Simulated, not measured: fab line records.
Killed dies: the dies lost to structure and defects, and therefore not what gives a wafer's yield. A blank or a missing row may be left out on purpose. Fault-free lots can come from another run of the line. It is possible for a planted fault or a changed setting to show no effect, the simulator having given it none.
fab line records	flow sfq-line
record lots=7	wafers=21	last-day=85
route steps=325 shown M3@128 I3@133 M4@148 I4@163 M8@325
lots with no fault: from the same line, run without faults
start-h: the number of hours between the record's first day and the start of the first shown wafer of the lot	wait-h: time in hours since the lot's previous step	" identical to the entry in the row above	L1.1+2: one row covering several wafers at once	- either no value or no given start	* or withheld: withheld	< > ~ a bound
route shown NAME@n: names a module that has steps shown in the file, with the first one's number in the route	usual: mean/standard deviation taken from wafers without a fault	same: alike in all rows	chamber/n: place in a boat	sites: the reading at each site	_std_site: standard deviation of those values	_edge_site: the outer-site mean with the inner-site mean subtracted	radius-mm: how far each site lies from the wafer's centre	mask NAME#n: copy n	behind: the most recent tool/chamber to have shaped the wafer	hold: cause of the lot's hold/its duration in hours/its outcome	device: names the non-switching transistor (n, p or np)	end of line: the tests these same wafers got at the end of their route	a step with no rows: only its recipe	killed: dies that structure and defects cost at the first sort, which is not the same as the wafer's yield	map: a wafer's dies, marking killed ones x, the rest . and places with no die _
set.NAME: the setting the step ran with; set.NAME@STEP: the setting that earlier step ran with	model.NAME: the simulator's own value behind a step, which no gauge read
lots at selected steps of the route; one table per step, one row per wafer
services: the hour from which a tool's chamber was out of use, counted from the record's first day as start-h (under 0 if before that day), plus the number of hours and why
## steps
# step SFQ_M3_OVL_MEAS_921
# usual M3_OVL=-4/6.3
lot.wafer	tool	chamber	start-h	wait-h	M3_OVL[nm]
L231.1	overlay-01	-	891.37	0.1	-5
L231.2	"	-	"	"	-7
L231.6	"	-	"	"	-1
L232.1	overlay-01	-	898.95	0.1	7
L232.3	"	-	"	"	8
L232.6	"	-	"	"	-1
L242.3	overlay-02	-	1107.61	0.1	5
L242.5	"	-	"	"	-4
L242.6	"	-	"	"	-4
L243.2	overlay-01	-	1111.20	0.1	3
L243.5	"	-	"	"	-2
L243.6	"	-	"	"	12
L244.1	overlay-02	-	1112.52	0.1	-11
L244.5	"	-	"	"	-7
L244.6	"	-	"	"	-6
L246.1	overlay-02	-	1114.92	0.1	-10
L246.4	"	-	"	"	-2
L246.5	"	-	"	"	-5
L252.1	overlay-01	-	1307.27	0.1	-12
L252.3	"	-	"	"	-8
L252.4	"	-	"	"	-7
# step SFQ_TRILAYER_M3_BARC_OPEN_METAL_ETCH_100
# recipe mask-material=PR	chemistry=O2	target-depth-nm=125	target=BARC	icp-w=600	bias-w=80	pressure-mtorr=10	time-s=41.7
# step SFQ_TRILAYER_M3_ETCH_METAL_ETCH_078
# recipe target=Nb	stop-on=SiO2	mask-material=PR	chemistry=Cl2/Ar	target-depth-nm=240	icp-w=600	bias-w=80	pressure-mtorr=10	time-s=120
# step SFQ_TRILAYER_M3_STRIP_STRIP_079
# recipe gas=O2	power-w=200	platen-temp-c=40	overash-fraction=0.65	chemistry=O2	pressure-mtorr=50
# step SFQ_TRILAYER_M3_STRIP_SOLV_CLEAN_080
# recipe chemistry=NMP	temp-c=70	time-s=600
# step SFQ_TRILAYER_I3_DEP_PECVD_081
# recipe material=SiO2	temp-c=150	time-s=111.11	pressure-torr=2.4	rf-w=183.3	precursor=SiH4/N2O	target-thk-nm=500
# step SFQ_TRILAYER_I3_CMP_CMP_082
# recipe material=SiO2	down-force-psi=3	platen-rpm=60	pad-velocity-m-s=0.94248
# step SFQ_I3_BOW_MEAS_922
# recipe mode=bow
# usual I3_BOW=2/8.3
lot.wafer	tool	chamber	start-h	wait-h	I3_BOW[um]
L231.1	film-metro-01	-	931.09	2.5	13
L231.2	"	-	"	"	9
L231.6	"	-	"	"	0
L232.1	film-metro-04	-	934.09	1.5	3
L232.3	"	-	"	"	-4
L232.6	"	-	"	"	1
L242.3	film-metro-04	-	1116.37	2.5	-8
L242.5	"	-	"	"	7
L242.6	"	-	"	"	15
L243.2	film-metro-04	-	1119.35	1.0	-5
L243.5	"	-	"	"	18
L243.6	"	-	"	"	8
L244.1	film-metro-04	-	1122.33	2.0	11
L244.5	"	-	"	"	16
L244.6	"	-	"	"	-6
L246.1	film-metro-01	-	1126.07	2.5	9
L246.4	"	-	"	"	18
L246.5	"	-	"	"	10
L252.1	film-metro-01	-	1311.77	1.0	2
L252.3	"	-	"	"	2
L252.4	"	-	"	"	1
# step SFQ_TRILAYER_I3_METRO_MEASURE_083
# usual thk-nm=199.8/1
lot.wafer	tool	chamber	start-h	wait-h	thk-nm
L231.1	film-metro-01	-	931.21	0.1	200.2
L231.2	"	-	"	"	199.5
L231.6	"	-	"	"	199.9
L232.1	film-metro-04	-	934.21	0.1	200.9
L232.3	"	-	"	"	200.7
L232.6	"	-	"	"	198.5
L242.3	film-metro-04	-	1116.85	0.5	200.8
L242.5	"	-	"	"	199.8
L242.6	"	-	"	"	200.9
L243.2	film-metro-04	-	1119.65	0.3	200.1
L243.5	"	-	"	"	200.7
L243.6	"	-	"	"	200.2
L244.1	film-metro-04	-	1122.45	0.1	199.2
L244.5	"	-	"	"	199.3
L244.6	"	-	"	"	199.9
L246.1	film-metro-01	-	1126.19	0.1	200.5
L246.4	"	-	"	"	199.1
L246.5	"	-	"	"	200.0
L252.1	film-metro-01	-	1311.89	0.1	199.2
L252.3	"	-	"	"	199.2
L252.4	"	-	"	"	199.8
# step SFQ_TRILAYER_I3_VIA_LITHO_COAT_090
# recipe resist=BARC	spin-rpm=3000	resist-thk-nm=62
# step SFQ_TRILAYER_I3_VIA_LITHO_COAT_085
# recipe resist=KrF	spin-rpm=3000	resist-thk-nm=650
# step SFQ_TRILAYER_I3_VIA_LITHO_SOFTBAKE_089
# recipe temp-c=withheld	time-s=withheld	resist=KrF
# step SFQ_TRILAYER_I3_VIA_LITHO_EXPOSE_086
# recipe mask-id=I3	na=0.6	source-shape=conventional	sigma-outer=0.65	target-cd-nm=500	dose-mj=21.3
# same na=0.6
lot.wafer	tool	chamber	start-h	wait-h	mask	model.I3.overlay-x-nm
L231.1+2+6	krf-scanner-01	0	936.83	-	I3#0	-5.449
L232.1+3+6	krf-scanner-01	0	940.43	-	I3#0	-1.028
L242.3+5+6	krf-scanner-01	0	1120.98	-	I3#0	148.2
L243.2+5+6	krf-scanner-01	0	1121.98	-	I3#0	150.1
L244.1+5+6	krf-scanner-01	0	1124.40	-	I3#0	156.9
L246.1+4+5	krf-scanner-02	0	1250.92	-	I3#0	-4.048
L252.1+3+4	krf-scanner-02	0	1317.59	-	I3#0	-9.532
# step SFQ_TRILAYER_I3_VIA_LITHO_PEB_088
# recipe peb-temp-c=115	peb-time-s=60	resist=KrF
# step SFQ_TRILAYER_I3_VIA_LITHO_DEVELOP_087
# recipe time-s=60	resist=KrF
# step SFQ_I3_OVL_MEAS_923
# usual I3_OVL=-3/5.9
lot.wafer	tool	chamber	start-h	wait-h	I3_OVL[nm]
L231.1	overlay-01	-	938.33	0.1	-3
L231.2	"	-	"	"	-2
L231.6	"	-	"	"	-4
L232.1	overlay-01	-	941.93	0.1	-6
L232.3	"	-	"	"	-2
L232.6	"	-	"	"	-10
L242.3	overlay-01	-	1122.09	0.1	151
L242.5	"	-	"	"	156
L242.6	"	-	"	"	153
L243.2	overlay-01	-	1123.28	0.1	151
L243.5	"	-	"	"	150
L243.6	"	-	"	"	144
L244.1	overlay-02	-	1125.90	0.1	153
L244.5	"	-	"	"	151
L244.6	"	-	"	"	156
L246.1	overlay-02	-	1252.42	0.1	-11
L246.4	"	-	"	"	-8
L246.5	"	-	"	"	-10
L252.1	overlay-02	-	1319.09	0.1	-18
L252.3	"	-	"	"	-8
L252.4	"	-	"	"	-11
# step SFQ_TRILAYER_I3_VIA_BARC_OPEN_VIA_ETCH_121
# recipe mask-material=PR	chemistry=O2	target-depth-nm=125	target=BARC	source-w=500	bias-w=80	pressure-mtorr=30	time-s=41.7
# usual drypump-motor-current-A=6.0/0.43	oes-product-au=0.685/0.0045
lot.wafer	tool	chamber	start-h	wait-h	drypump-motor-current-A	oes-product-au	rf-hours-counter-h
L231.1	rie-diel-02	2	938.36	0.0	6.5	0.688	6
L231.2	"	1	"	"	5.8	0.686	8
L231.6	"	3	"	"	5.1	0.688	-
L232.1	rie-diel-02	2	941.96	0.0	6.5	0.679	6
L232.3	"	3	"	"	5.1	0.681	19
L232.6	"	0	"	"	5.4	0.682	-
L242.3	rie-diel-02	0	1122.11	0.0	5.5	0.695	3
L242.5	"	3	"	"	5.1	0.682	-
L242.6	"	0	"	"	5.4	0.677	-
L243.2	rie-diel-04	0	1123.31	0.0	5.9	0.688	14
L243.5	"	0	"	"	5.8	0.677	-
L243.6	"	3	"	"	5.8	0.679	-
L244.1	rie-diel-03	0	1125.94	0.0	6.7	0.689	12
L244.5	"	3	"	"	6.2	0.682	-
L244.6	"	0	"	"	6.7	0.683	-
L246.1	rie-diel-04	3	1252.46	0.0	5.8	0.685	7
L246.4	"	1	"	"	6.1	0.687	9
L246.5	"	2	"	"	6.2	0.690	-
L252.1	rie-diel-03	1	1319.13	0.0	6.1	0.690	19
L252.3	"	0	"	"	6.7	0.678	16
L252.4	"	3	"	"	6.2	0.692	12
# step SFQ_TRILAYER_I3_VIA_ETCH_VIA_ETCH_088
# recipe target=SiO2	stop-on=Nb	mask-material=PR	taper-deg=20	chemistry=CHF3	target-depth-nm=260	source-w=500	bias-w=80	pressure-mtorr=30	time-s=withheld
# step SFQ_TRILAYER_I3_VIA_STRIP_STRIP_089
# recipe gas=O2	power-w=200	platen-temp-c=40	overash-fraction=0.65	chemistry=O2	pressure-mtorr=50
# step SFQ_TRILAYER_I3_VIA_STRIP_SOLV_CLEAN_090
# recipe chemistry=NMP	temp-c=70	time-s=600
# step SFQ_TRILAYER_M4_DEP_PRE_CLEAN_092
# recipe gas=Ar	time-s=22.5	bias-v=250
# step SFQ_TRILAYER_M4_DEP_SPUTTER_091
# recipe material=Nb	base-pressure-pa=1.33e-06	chamber-pressure-pa=0.1333	substrate-temp-c=20	resputter-cathode-voltage-v=400	target-thk-nm=200	power-w=2000	time-s=133.3
# step SFQ_M4_RS_MEAS_924
# recipe thk-meas-gauge=four-point-probe	reads=Nb_of_TRILAYER_M4_DEP_SPUTTER_091
# usual M4_NB_RS=0.889/0.01
lot.wafer	tool	chamber	start-h	wait-h	M4_NB_RS[ohm/sq]
L231.1	film-metro-03	-	939.41	0.0	0.881
L231.2	"	-	"	"	0.878
L231.6	"	-	"	"	0.883
L232.1	film-metro-02	-	944.01	0.0	0.870
L232.3	"	-	"	"	0.870
L232.6	"	-	"	"	0.872
L242.3	film-metro-03	-	1123.20	0.1	0.876
L242.5	"	-	"	"	0.885
L242.6	"	-	"	"	0.878
L243.2	film-metro-02	-	1124.38	0.1	0.891
L243.5	"	-	"	"	0.894
L243.6	"	-	"	"	0.891
L244.1	film-metro-02	-	1126.99	0.0	0.877
L244.5	"	-	"	"	0.874
L244.6	"	-	"	"	0.887
L246.1	film-metro-02	-	1253.52	0.0	0.892
L246.4	"	-	"	"	0.907
L246.5	"	-	"	"	0.895
L252.1	film-metro-02	-	1320.18	0.0	0.879
L252.3	"	-	"	"	0.882
L252.4	"	-	"	"	0.871
# step SFQ_TRILAYER_M4_LITHO_COAT_098
# recipe resist=BARC	spin-rpm=3000	resist-thk-nm=62
# step SFQ_TRILAYER_M4_LITHO_COAT_093
# recipe resist=KrF	spin-rpm=3000	resist-thk-nm=600
# step SFQ_TRILAYER_M4_LITHO_SOFTBAKE_097
# recipe temp-c=withheld	time-s=withheld	resist=KrF
# step SFQ_TRILAYER_M4_LITHO_EXPOSE_094
# recipe mask-id=M4	na=0.6	source-shape=conventional	sigma-outer=0.65	target-cd-nm=500	dose-mj=14.4
# step SFQ_TRILAYER_M4_LITHO_PEB_096
# recipe peb-temp-c=115	peb-time-s=60	resist=KrF
# step SFQ_TRILAYER_M4_LITHO_DEVELOP_095
# recipe time-s=60	resist=KrF
# step SFQ_M4_OVL_MEAS_926
# usual M4_OVL=-2/5.4
lot.wafer	tool	chamber	start-h	wait-h	M4_OVL[nm]
L231.1	overlay-01	-	1036.36	0.1	-7
L231.2	"	-	"	"	0
L231.6	"	-	"	"	-8
L232.1	overlay-01	-	1037.50	0.1	6
L232.3	"	-	"	"	2
L232.6	"	-	"	"	5
L242.3	overlay-02	-	1235.77	0.1	-9
L242.5	"	-	"	"	-9
L242.6	"	-	"	"	-4
L243.2	overlay-02	-	1236.96	0.1	-9
L243.5	"	-	"	"	-6
L243.6	"	-	"	"	-4
L244.1	overlay-01	-	1238.15	0.1	10
L244.5	"	-	"	"	8
L244.6	"	-	"	"	8
L246.1	overlay-01	-	1257.03	0.1	-4
L246.4	"	-	"	"	-8
L246.5	"	-	"	"	-5
L252.1	overlay-01	-	1438.07	0.1	-11
L252.3	"	-	"	"	-9
L252.4	"	-	"	"	-14
# step SFQ_TRILAYER_M4_BARC_OPEN_METAL_ETCH_123
# recipe mask-material=PR	chemistry=O2	target-depth-nm=125	target=BARC	icp-w=600	bias-w=80	pressure-mtorr=10	time-s=41.7
# usual drypump-motor-current-A=5.86/0.28	oes-product-au=0.685/0.0046
lot.wafer	tool	chamber	start-h	wait-h	drypump-motor-current-A	oes-product-au	rf-hours-counter-h
L231.1	rie-metal-03	1	1036.40	0.0	6.08	0.686	106
L231.2	"	0	"	"	5.58	0.689	123
L231.6	"	0	"	"	5.59	0.681	-
L232.1	rie-metal-03	1	1037.54	0.0	6.11	0.684	106
L232.3	"	1	"	"	6.11	0.681	-
L232.6	"	1	"	"	6.14	0.691	-
L242.3	rie-metal-01	1	1235.81	0.0	5.99	0.686	-
L242.5	"	0	"	"	5.68	0.683	-
L242.6	"	1	"	"	5.98	0.677	-
L243.2	rie-metal-02	0	1237.01	0.0	5.56	0.682	-
L243.5	"	0	"	"	5.55	0.689	-
L243.6	"	0	"	"	5.56	0.684	-
L244.1	rie-metal-01	0	1238.19	0.0	5.67	0.679	81
L244.5	"	0	"	"	5.66	0.688	-
L244.6	"	1	"	"	5.95	0.683	-
L246.1	rie-metal-02	0	1257.07	0.0	5.58	0.681	123
L246.4	"	0	"	"	5.61	0.694	-
L246.5	"	0	"	"	5.61	0.692	-
L252.1	rie-metal-03	0	1438.11	0.0	5.58	0.682	40
L252.3	"	0	"	"	5.58	0.689	-
L252.4	"	1	"	"	6.13	0.688	-
# step SFQ_TRILAYER_M4_ETCH_METAL_ETCH_096
# recipe target=Nb	stop-on=SiO2	mask-material=PR	chemistry=Cl2/Ar	target-depth-nm=240	icp-w=600	bias-w=80	pressure-mtorr=10	time-s=120
# usual drypump-motor-current-A=5.86/0.27	oes-product-au=0.894/0.007
lot.wafer	tool	chamber	start-h	wait-h	drypump-motor-current-A	oes-product-au	rf-hours-counter-h
L231.1	rie-metal-03	1	1036.46	0.0	6.09	0.900	106
L231.2	"	0	"	"	5.57	0.900	123
L231.6	"	0	"	"	5.56	0.906	-
L232.1	rie-metal-03	1	1037.60	0.0	6.14	0.900	106
L232.3	"	1	"	"	6.15	0.904	-
L232.6	"	1	"	"	6.10	0.906	-
L242.3	rie-metal-01	1	1235.89	0.1	5.97	0.903	-
L242.5	"	0	"	"	5.67	0.893	-
L242.6	"	1	"	"	5.97	0.897	-
L243.2	rie-metal-02	0	1237.15	0.1	5.57	0.892	-
L243.5	"	0	"	"	5.59	0.885	-
L243.6	"	0	"	"	5.59	0.896	-
L244.1	rie-metal-01	0	1238.25	0.0	5.70	0.894	81
L244.5	"	0	"	"	5.67	0.899	-
L244.6	"	1	"	"	5.97	0.891	-
L246.1	rie-metal-02	0	1257.12	0.0	5.58	0.890	123
L246.4	"	0	"	"	5.57	0.883	-
L246.5	"	0	"	"	5.59	0.893	-
L252.1	rie-metal-03	0	1438.17	0.0	5.58	0.904	40
L252.3	"	0	"	"	5.62	0.902	-
L252.4	"	1	"	"	6.13	0.903	-
# step SFQ_TRILAYER_M4_STRIP_STRIP_097
# recipe gas=O2	power-w=200	platen-temp-c=40	overash-fraction=0.65	chemistry=O2	pressure-mtorr=50
# step SFQ_TRILAYER_M4_STRIP_SOLV_CLEAN_098
# recipe chemistry=NMP	temp-c=70	time-s=600
# step SFQ_TRILAYER_I4_DEP_PECVD_099
# recipe material=SiO2	temp-c=150	time-s=111.11	pressure-torr=2.4	rf-w=183.3	precursor=SiH4/N2O	target-thk-nm=500
# usual heater-power-w=81/21	throttle-valve-pct=25.1/0.91
lot.wafer	tool	chamber	start-h	wait-h	heater-power-w	throttle-valve-pct
L231.1	pecvd-02	1	1037.37	0.0	104	25.1
L231.2	"	2	"	"	35	25.5
L231.6	"	2	"	"	40	25.6
L232.1	pecvd-03	0	1038.51	0.0	72	25.1
L232.3	"	2	"	"	89	24.2
L232.6	"	2	"	"	92	23.9
L242.3	pecvd-02	1	1236.77	0.0	99	25.6
L242.5	"	2	"	"	33	25.7
L242.6	"	1	"	"	106	25.4
L243.2	pecvd-03	2	1238.73	0.0	84	24.3
L243.5	"	1	"	"	86	25.4
L243.6	"	2	"	"	89	24.4
L244.1	pecvd-02	1	1239.15	0.0	97	25.3
L244.5	"	0	"	"	105	23.7
L244.6	"	1	"	"	103	25.4
L246.1	pecvd-02	0	1258.02	0.0	102	23.7
L246.4	"	2	"	"	33	26.0
L246.5	"	0	"	"	108	23.9
L252.1	pecvd-04	1	1439.07	0.0	74	26.7
L252.3	"	2	"	"	80	25.5
L252.4	"	2	"	"	81	24.9
# step SFQ_TRILAYER_I4_CMP_CMP_100
# recipe material=SiO2	down-force-psi=3	platen-rpm=60	pad-velocity-m-s=0.94248
# step SFQ_I4_BOW_MEAS_927
# recipe mode=bow
# usual I4_BOW=3/8.4
lot.wafer	tool	chamber	start-h	wait-h	I4_BOW[um]
L231.1	film-metro-03	-	1040.49	2.5	14
L231.2	"	-	"	"	9
L231.6	"	-	"	"	-1
L232.1	film-metro-03	-	1043.49	1.5	7
L232.3	"	-	"	"	-2
L232.6	"	-	"	"	6
L242.3	film-metro-01	-	1239.88	2.0	0
L242.5	"	-	"	"	14
L242.6	"	-	"	"	23
L243.2	film-metro-02	-	1242.86	2.0	0
L243.5	"	-	"	"	24
L243.6	"	-	"	"	12
L244.1	film-metro-01	-	1244.80	2.0	13
L244.5	"	-	"	"	16
L244.6	"	-	"	"	-5
L246.1	film-metro-01	-	1261.10	2.0	3
L246.4	"	-	"	"	12
L246.5	"	-	"	"	4
L252.1	film-metro-01	-	1444.35	1.0	8
L252.3	"	-	"	"	6
L252.4	"	-	"	"	7
# step SFQ_TRILAYER_I4_METRO_MEASURE_101
# step SFQ_TRILAYER_I4_VIA_LITHO_COAT_108
# recipe resist=BARC	spin-rpm=3000	resist-thk-nm=62
# step SFQ_TRILAYER_I4_VIA_LITHO_COAT_103
# recipe resist=KrF	spin-rpm=3000	resist-thk-nm=650
# step SFQ_TRILAYER_I4_VIA_LITHO_SOFTBAKE_107
# recipe temp-c=withheld	time-s=withheld	resist=KrF
# step SFQ_M8_BOW_MEAS_951
# recipe mode=bow
# usual M8_BOW=8/10
lot.wafer	tool	chamber	start-h	wait-h	M8_BOW[um]	model.etest.i3.link-ohm
L231.1	film-metro-02	-	1791.57	0.0	17	1.952
L231.2	"	-	"	"	14	1.938
L231.6	"	-	"	"	3	1.956
L232.1	film-metro-01	-	1792.77	0.0	21	1.947
L232.3	"	-	"	"	12	1.955
L232.6	"	-	"	"	18	1.954
L242.3	film-metro-01	-	1981.24	0.0	-1	2.024
L242.5	"	-	"	"	12	2.02
L242.6	"	-	"	"	21	2.031
L243.2	film-metro-01	-	1984.59	0.0	-1	2.06
L243.5	"	-	"	"	22	2.064
L243.6	"	-	"	"	11	2.054
L244.1	film-metro-02	-	1988.17	0.0	22	2.026
L244.5	"	-	"	"	26	2.036
L244.6	"	-	"	"	5	2.053
L246.1	film-metro-01	-	2001.50	0.0	5	1.988
L246.4	"	-	"	"	15	1.993
L246.5	"	-	"	"	7	1.992
L252.1	film-metro-01	-	2051.89	0.0	18	1.933
L252.3	"	-	"	"	18	1.95
L252.4	"	-	"	"	17	1.933
## services
tool	chamber	start-h	hours	kind
krf-scanner-01	-	908.25	0.8	pm
film-metro-04	-	926.41	0.8	pm
rie-metal-02	0	930.69	5.6	repair
rie-metal-01	0	931.22	189.0	repair
film-metro-04	-	958.87	0.8	pm
krf-scanner-01	-	982.43	1.0	pm
rie-metal-03	-	994.66	2.8	pm
rie-metal-03	0	1009.15	10.0	repair
krf-scanner-01	-	1021.11	1.5	repair
krf-scanner-01	-	1056.16	1.3	pm
krf-scanner-01	-	1077.17	0.8	pm
krf-scanner-01	-	1123.03	0.2	repair
krf-scanner-01	-	1134.60	4.4	pm
krf-scanner-01	-	1150.98	1.0	pm
krf-scanner-01	-	1175.99	0.4	repair
krf-scanner-01	-	1196.03	0.3	repair
krf-scanner-01	-	1231.75	1.3	pm
krf-scanner-01	-	1245.18	0.8	pm
krf-scanner-01	-	1318.09	38.5	repair
krf-scanner-01	-	1356.61	1.0	pm
krf-scanner-01	-	1368.90	1.7	repair
krf-scanner-01	-	1379.05	0.8	pm
krf-scanner-01	-	1407.36	1.3	pm
krf-scanner-01	-	1413.84	0.8	pm
## key
first-sign step=SFQ_I3_OVL_MEAS_923	reading=I3_OVL	direction=up	sigmas=26	usual=-3	struck=152
effect none on later readings
model-effect step=SFQ_TRILAYER_I3_VIA_LITHO_EXPOSE_086	value=I3.overlay-x-nm	without=2.75	struck=151.7
model-effect step=SFQ_M8_BOW_MEAS_951	value=etest.i3.link-ohm	without=1.962	struck=2.041
met-at SFQ_TRILAYER_I3_VIA_LITHO_EXPOSE_086
struck-wafers L242.3,L242.5,L242.6,L243.2,L243.5,L243.6,L244.1,L244.5,L244.6
also-fits SFQ_TRILAYER_I3_METRO_MEASURE_083:film-metro-04
fault kind=scanner-matching-overlay	tool=krf-scanner-01	chamber=-	onset-h=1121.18	steps=SFQ_TRILAYER_I3_VIA_LITHO_EXPOSE_086	offset=148.96
